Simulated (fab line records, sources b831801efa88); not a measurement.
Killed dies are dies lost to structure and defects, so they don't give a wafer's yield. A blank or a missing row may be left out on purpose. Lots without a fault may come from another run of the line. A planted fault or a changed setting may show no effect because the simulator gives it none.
fab line records | flow sky130
record lots=13 wafers=37 last_day=50
route steps=708 shown NWELL@34 VT_ADJUST_HVTP@92 POLY_GATE@224 PAD_OPEN@708
lots that met no fault: from a run of the same line without faults
start_h: hours from the record's first day to the start of the lot's first wafer shown | wait_h: hours since the lot's step before | " the same as in the row above | L1.1+2: a row that stands for several wafers | - no value, or no start given | * or withheld: withheld | < > ~ a bound
route shown NAME@n: a module of which the file shows steps, and the number in the route of the first | usual: mean/standard deviation of fault-free wafers | same: alike in all rows | chamber/n: place in a boat | sites: the reading at each site | _std_site: their standard deviation | _edge_site: outer sites' mean less inner sites' | radius_mm: how far each site lies from the wafer's centre | mask NAME#n: copy n | behind: the tool/chamber that last shaped the wafer | hold: why the lot was held/for how many hours/how that ended | device: the transistor (n, p or np) that didn't switch | end of line: the same wafers' tests at the end of the route | a step without rows: its recipe alone | killed: dies lost to structure and defects at the first sort, not the wafer's yield | map: a wafer's dies, x killed, . not, _ none there
set.NAME: the setting as run; set.NAME@STEP: as run at that earlier step | model.NAME: the simulator's own value behind a step, which no gauge read
steps of the route over a sample of lots; a table a step, a row a wafer
services: from which hour (start_h, from the record's first day; less than 0 if before it) a tool's chamber was out of use, for how many hours, and why
## steps
# step SKY_NWELL_THK_MEAS_02
# recipe reads=SiO2_of_NWELL_OXIDATION_01
# usual NWELL_OXIDATION_THK=9.99/0.18
# columns lot.wafer tool chamber start_h wait_h NWELL_OXIDATION_THK[nm]
L450.1 film_metro-01 - 42.34 0.0 10.03
L450.2 " - " " 10.19
L450.5 " - " " 10.00
L451.2 film_metro-01 - 48.67 0.0 10.25
L451.4 " - " " 10.10
L451.5 " - " " 10.09
L452.2 film_metro-04 - 54.00 0.0 9.82
L452.3 " - " " 9.69
L452.5 " - " " 9.92
L453.2 film_metro-04 - 73.43 0.0 9.95
L453.3 " - " " 9.89
L453.5 " - " " 10.01
L454.4 film_metro-04 - 73.51 0.1 9.91
L454.5 " - " " 9.93
L454.6 " - " " 9.74
L456.2 film_metro-03 - 79.48 0.0 9.81
L456.4 " - " " 10.08
L456.5 " - " " 10.03
L457.2 film_metro-01 - 79.48 0.0 9.88
L457.3 " - " " 10.06
L457.6 " - " " 9.96
L459.1 film_metro-04 - 86.24 0.0 10.12
L459.4 " - " " 10.01
L459.5 " - " " 9.92
L461.2 film_metro-01 - 101.26 0.0 10.08
L461.3 " - " " 10.02
L461.5 " - " " 10.05
L463.1 film_metro-01 - 109.44 0.0 9.88
L463.6 " - " " 10.14
L465.3 film_metro-03 - 118.44 0.0 9.78
L465.6 " - " " 9.65
L471.1 film_metro-03 - 152.30 0.0 10.08
L471.3 " - " " 9.82
L471.4 " - " " 9.95
L472.2 film_metro-04 - 159.21 0.0 9.95
L472.3 " - " " 10.04
L472.4 " - " " 10.14
# step SKY_NWELL_STRIP_14
# recipe chemistry=O2/N2 power_w=1400 pressure_mtorr=1500 platen_temp_c=withheld o2_flow_sccm=3000 n2_flow_sccm=300 overash_fraction=0.5
# usual drypump_motor_current_A=5.4/0.39 n2_flow_sccm=300.1/0.93 oes_product_au=0.722/0.0047 strip_time_to_endpoint_s=36.91/0.099
# columns lot.wafer tool chamber start_h wait_h drypump_motor_current_A n2_flow_sccm oes_product_au rf_hours_counter_h strip_time_to_endpoint_s
L450.1 plasma_asher-03 0 91.59 0.1 5.3 300.0 0.720 41 37.03
L450.2 " 1 " " 5.2 298.4 0.729 41 36.96
L450.5 " 0 " " 5.3 299.8 0.714 - 37.10
L451.2 plasma_asher-02 0 99.29 0.1 5.1 298.3 0.716 39 36.98
L451.4 " 0 " " 5.1 299.6 0.725 - 37.01
L451.5 " 1 " " 5.7 299.0 0.717 - 37.07
L452.2 plasma_asher-02 1 105.15 0.1 5.7 301.1 0.724 40 36.97
L452.3 " 1 " " 5.7 301.2 0.713 - 37.10
L452.5 " 1 " " 5.7 298.7 0.726 - 37.04
L453.2 plasma_asher-03 1 126.84 0.1 5.3 299.7 0.730 1 36.94
L453.3 " 0 " " 5.3 300.7 0.730 - 36.79
L453.5 " 0 " " 5.3 302.0 0.720 - 36.89
L454.4 plasma_asher-02 1 128.67 0.1 5.7 300.9 0.715 - 36.80
L454.5 " 1 " " 5.7 300.2 0.723 - 36.89
L454.6 " 0 " " 5.1 299.6 0.724 - 36.96
L456.2 plasma_asher-01 1 134.59 0.1 5.0 299.2 0.724 45 36.94
L456.4 " 0 " " 6.1 300.9 0.731 - 36.92
L456.5 " 0 " " 6.1 300.0 0.721 - 36.95
L457.2 plasma_asher-02 0 134.94 0.1 5.1 297.6 0.725 43 37.02
L457.3 " 1 " " 5.7 300.2 0.715 - 36.96
L457.6 " 0 " " 5.1 299.8 0.723 - 36.94
L459.1 plasma_asher-01 0 141.89 0.1 6.1 301.5 0.731 46 36.85
L459.4 " 0 " " 6.1 301.1 0.725 - 36.82
L459.5 " 0 " " 6.1 301.3 0.719 - 36.84
L461.2 plasma_asher-02 1 159.25 0.1 5.7 299.1 0.722 46 36.84
L461.3 " 1 " " 5.8 298.9 0.716 - 36.91
L461.5 " 0 " " 5.0 299.4 0.719 - 36.75
L463.1 plasma_asher-02 0 169.84 0.1 5.0 300.1 0.721 47 36.82
L463.6 " 0 " " 5.0 299.8 0.731 - 36.79
L465.3 plasma_asher-01 1 178.73 0.1 5.0 301.1 0.720 - 36.97
L465.6 " 1 " " 5.0 301.2 0.723 - 37.01
L471.1 plasma_asher-03 0 217.55 0.1 5.3 301.1 0.727 10 36.75
L471.3 " 0 " " 5.3 301.3 0.728 - 36.73
L471.4 " 1 " " 5.3 301.9 0.723 - 36.78
L472.2 plasma_asher-01 1 224.85 0.1 5.0 300.3 0.726 54 36.86
L472.3 " 0 " " 6.1 299.2 0.729 - 36.84
L472.4 " 1 " " 5.0 299.8 0.724 - 36.86
# step SKY_VT_ADJUST_HVTP_CD_MEAS_07
# recipe target_cd_nm=380
# usual cd_nm=380.2/2.5
# columns lot.wafer tool chamber start_h wait_h cd_nm
L450.1 cd_sem-02 - 129.17 0.3 381.2
L450.2 " - " " 382.5
L450.5 " - " " 381.4
L451.2 cd_sem-02 - 136.54 0.1 373.9
L451.4 " - " " 377.0
L451.5 " - " " 377.5
L452.2 cd_sem-02 - 144.88 0.1 379.0
L452.3 " - " " 376.6
L452.5 " - " " 377.8
L453.2 cd_sem-02 - 167.34 0.1 378.4
L453.3 " - " " 377.1
L453.5 " - " " 379.3
L454.4 cd_sem-02 - 170.17 0.1 381.2
L454.5 " - " " 381.0
L454.6 " - " " 380.9
L456.2 cd_sem-02 - 176.63 0.1 382.0
L456.4 " - " " 382.2
L456.5 " - " " 380.9
L457.2 cd_sem-01 - 176.93 0.1 379.8
L457.3 " - " " 379.6
L457.6 " - " " 380.4
L459.1 cd_sem-02 - 183.32 0.1 377.8
L459.4 " - " " 379.0
L459.5 " - " " 378.0
L461.2 cd_sem-02 - 201.89 0.1 375.3
L461.3 " - " " 377.9
L461.5 " - " " 378.2
L463.1 cd_sem-01 - 214.52 0.2 378.8
L463.6 " - " " 380.3
L465.3 cd_sem-01 - 224.21 0.1 382.9
L465.6 " - " " 382.7
L471.1 cd_sem-01 - 265.09 0.2 380.5
L471.3 " - " " 380.7
L471.4 " - " " 381.0
L472.2 cd_sem-01 - 272.06 0.1 381.4
L472.3 " - " " 381.8
L472.4 " - " " 381.9
# step SKY_POLY_GATE_EXPOSE_10
# recipe mask_id=P1M na=0.68 source_shape=conventional sigma_outer=0.6 target_cd_nm=150 dose_mj=28
# usual exposure_dose_mJ_cm2=27.995/0.026
# columns lot.wafer tool chamber start_h wait_h mask exposure_dose_mJ_cm2
L450.1 krf_scanner-02 0 373.32 - P1M#0 27.980
L450.2 " 0 " " P1M#0 27.977
L450.5 " 0 " " P1M#0 27.987
L451.2 krf_scanner-01 0 381.19 - P1M#0 27.974
L451.4 " 0 " " P1M#0 27.982
L451.5 " 0 " " P1M#0 28.001
L452.2 krf_scanner-02 0 390.37 - P1M#0 27.978
L452.3 " 0 " " P1M#0 28.004
L452.5 " 0 " " P1M#0 27.975
L453.2 krf_scanner-01 0 418.42 - P1M#0 27.962
L453.3 " 0 " " P1M#0 28.038
L453.5 " 0 " " P1M#0 27.992
L454.4 krf_scanner-02 0 423.11 - P1M#0 28.007
L454.5 " 0 " " P1M#0 28.016
L454.6 " 0 " " P1M#0 28.052
L457.2 krf_scanner-01 0 435.65 - P1M#0 28.019
L457.3 " 0 " " P1M#0 28.057
L457.6 " 0 " " P1M#0 28.019
L456.2 krf_scanner-01 0 438.09 - P1M#0 27.996
L456.4 " 0 " " P1M#0 27.981
L456.5 " 0 " " P1M#0 28.005
L459.1 krf_scanner-02 0 442.38 - P1M#0 27.994
L459.4 " 0 " " P1M#0 28.000
L459.5 " 0 " " P1M#0 27.979
L461.2 krf_scanner-02 0 467.60 - P1M#0 27.994
L461.3 " 0 " " P1M#0 28.038
L461.5 " 0 " " P1M#0 27.998
L463.1 krf_scanner-02 0 486.27 - P1M#0 27.978
L463.6 " 0 " " P1M#0 27.989
L465.3 krf_scanner-02 0 497.51 - P1M#0 28.010
L465.6 " 0 " " P1M#0 28.004
L471.1 krf_scanner-02 0 551.42 - P1M#0 27.955
L471.3 " 0 " " P1M#0 27.976
L471.4 " 0 " " P1M#0 27.979
L472.2 krf_scanner-02 0 556.72 - P1M#0 27.992
L472.3 " 0 " " P1M#0 27.998
L472.4 " 0 " " P1M#0 27.961
# step SKY_POLY_GATE_CD_MEAS_13
# recipe target_cd_nm=150
# usual cd_nm=149.7/1.3
# columns lot.wafer tool chamber start_h wait_h cd_nm
L450.1 cd_sem-01 - 387.85 - 150.9
L450.2 " - " " 148.5
L450.5 " - " " 149.4
L451.2 cd_sem-02 - 395.27 - 149.1
L451.4 " - " " 147.3
L451.5 " - " " 147.9
L452.2 cd_sem-01 - 403.84 - 149.3
L452.3 " - " " 147.9
L452.5 " - " " 148.8
L453.2 cd_sem-02 - 433.12 - 151.6
L453.3 " - " " 150.5
L453.5 " - " " 150.7
L454.4 cd_sem-01 - 438.48 - 150.2
L454.5 " - " " 151.9
L454.6 " - " " 152.6
L457.2 cd_sem-02 - 450.92 - 148.9
L457.3 " - " " 148.2
L457.6 " - " " 148.8
L456.2 cd_sem-01 - 453.79 - 149.8
L456.4 " - " " 150.6
L456.5 " - " " 149.5
L459.1 cd_sem-02 - 457.85 - 150.0
L459.4 " - " " 148.7
L459.5 " - " " 150.0
L461.2 cd_sem-02 - 482.49 - 148.3
L461.3 " - " " 148.3
L461.5 " - " " 148.2
L463.1 cd_sem-01 - 501.70 - 128.0
L463.6 " - " " 149.6
L465.3 cd_sem-02 - 512.79 - 129.9
L465.6 " - " " 152.9
L471.1 cd_sem-01 - 566.42 - 149.8
L471.3 " - " " 149.2
L471.4 " - " " 150.0
L472.2 cd_sem-02 - 571.02 - 148.3
L472.3 " - " " 147.5
L472.4 " - " " 147.5
# step SKY_PAD_OPEN_PROBE_99
# usual killed_at_M0_to_M3=43/6.6 killed_at_M4_up=2.9/1.6 killed_at_contacts=24/4.9 killed_at_front_end=15/4.5 killed_at_other=0.2/0.45 killed_dies=86/8.8 killed_open=48/6.4 killed_short=38/5.6
# same gross_dies=492 killed_at_back_side=0
# columns lot.wafer tool chamber start_h wait_h killed_at_M0_to_M3 killed_at_M4_up killed_at_contacts killed_at_front_end killed_at_other killed_dies killed_open killed_short
L463.1 prober-02 - 1162.78 0.1 42 2 30 51 0 125 51 39
L463.6 prober-02 - 1163.03 0.2 41 0 19 15 0 75 35 40
L465.3 prober-02 - 1172.22 0.2 45 1 35 64 0 145 59 44
L465.6 prober-02 - 1172.37 0.2 41 1 29 14 0 85 47 38
# killed by level:class
L463.1 POLY_GATE:area_expose=35 CONTACT:geometric_particle:open=13 VIA1:geometric_particle:open=9 CONTACT:geometric_particle:short=8 FIELD_ISO:geometric_particle:open=7 VIA3:geometric_particle:open=7 METAL1:geometric_particle:short=6 METAL2:geometric_particle:short=5
L463.6 VIA1:geometric_particle:short=8 METAL1:geometric_particle:short=7 CONTACT:geometric_particle:open=6 VIA2:geometric_particle:open=6 VIA3:geometric_particle:short=5 LOCAL_INTERCONNECT:geometric_particle:short=5 FIELD_ISO:geometric_particle:open=4 FIELD_ISO:geometric_particle:short=4
L465.3 POLY_GATE:area_expose=42 CONTACT:geometric_particle:open=17 VIA1:geometric_particle:open=10 METAL1:geometric_particle:short=8 FIELD_ISO:geometric_particle:open=6 LI_CONTACT:geometric_particle:open=6 VIA3:geometric_particle:open=6 FIELD_ISO:geometric_particle:short=5
L465.6 LI_CONTACT:geometric_particle:open=9 CONTACT:geometric_particle:open=8 VIA1:geometric_particle:open=8 VIA3:geometric_particle:open=8 CONTACT:geometric_particle:short=5 VIA1:geometric_particle:short=5 FIELD_ISO:geometric_particle:short=4 LOCAL_INTERCONNECT:geometric_particle:short=4
## services
# columns tool chamber start_h hours kind
krf_scanner-01 - 68.32 1.0 pm
krf_scanner-02 - 78.39 1.0 pm
krf_scanner-01 - 151.20 0.8 pm
krf_scanner-01 - 154.76 1.3 pm
krf_scanner-02 - 200.32 1.3 pm
krf_scanner-02 - 202.31 0.3 repair
krf_scanner-01 - 202.98 9.9 repair
krf_scanner-02 - 209.13 1.2 repair
krf_scanner-02 - 212.83 0.8 pm
krf_scanner-02 - 215.57 4.0 pm
plasma_asher-02 - 226.92 0.7 repair
krf_scanner-02 - 232.03 3.6 pm
krf_scanner-01 - 237.32 1.0 pm
krf_scanner-02 - 247.39 1.0 pm
krf_scanner-02 - 262.19 2.0 repair
krf_scanner-02 - 372.02 0.8 pm
krf_scanner-02 - 376.22 1.3 pm
krf_scanner-02 - 416.39 1.0 pm
plasma_asher-02 - 481.67 1.0 repair
plasma_asher-02 - 494.16 0.9 repair
krf_scanner-02 - 501.06 4.4 pm
krf_scanner-02 - 540.82 0.8 pm
plasma_asher-02 - 541.47 2.7 repair
krf_scanner-02 - 552.12 1.3 pm
## key
first_sign step=SKY_POLY_GATE_CD_MEAS_13 reading=cd_nm direction=down sigmas=16 usual=149.7 struck=129.0
effect step=SKY_PAD_OPEN_PROBE_99 reading=killed_at_front_end direction=up sigmas=9.5 usual=15 struck=58
more_kills_born_at SKY_POLY_GATE_EXPOSE_10@krf_scanner-02=77
met_at SKY_POLY_GATE_EXPOSE_10
struck_lots L463,L465
struck_wafers L463.1,L465.3
tester_left_out L463,L465
not_acting_at SKY_NWELL_THK_MEAS_02,SKY_NWELL_STRIP_14,SKY_VT_ADJUST_HVTP_CD_MEAS_07
onset_between 467.60 486.27
fault kind=process_parameter_drift tool=krf_scanner-02 chamber=- onset_h=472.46 steps=SKY_POLY_GATE_EXPOSE_10 channel=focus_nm offset=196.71 shape=step end_h=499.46 scope=struck_wafers_only
# tester_left_out: of these lots the tester's yield and bins aren't shown, on N5 and GAA mostly nor the transistor test; their killed dies are dies lost to structure and defects alone, not to doping, threshold or leakage, so they don't give the yield
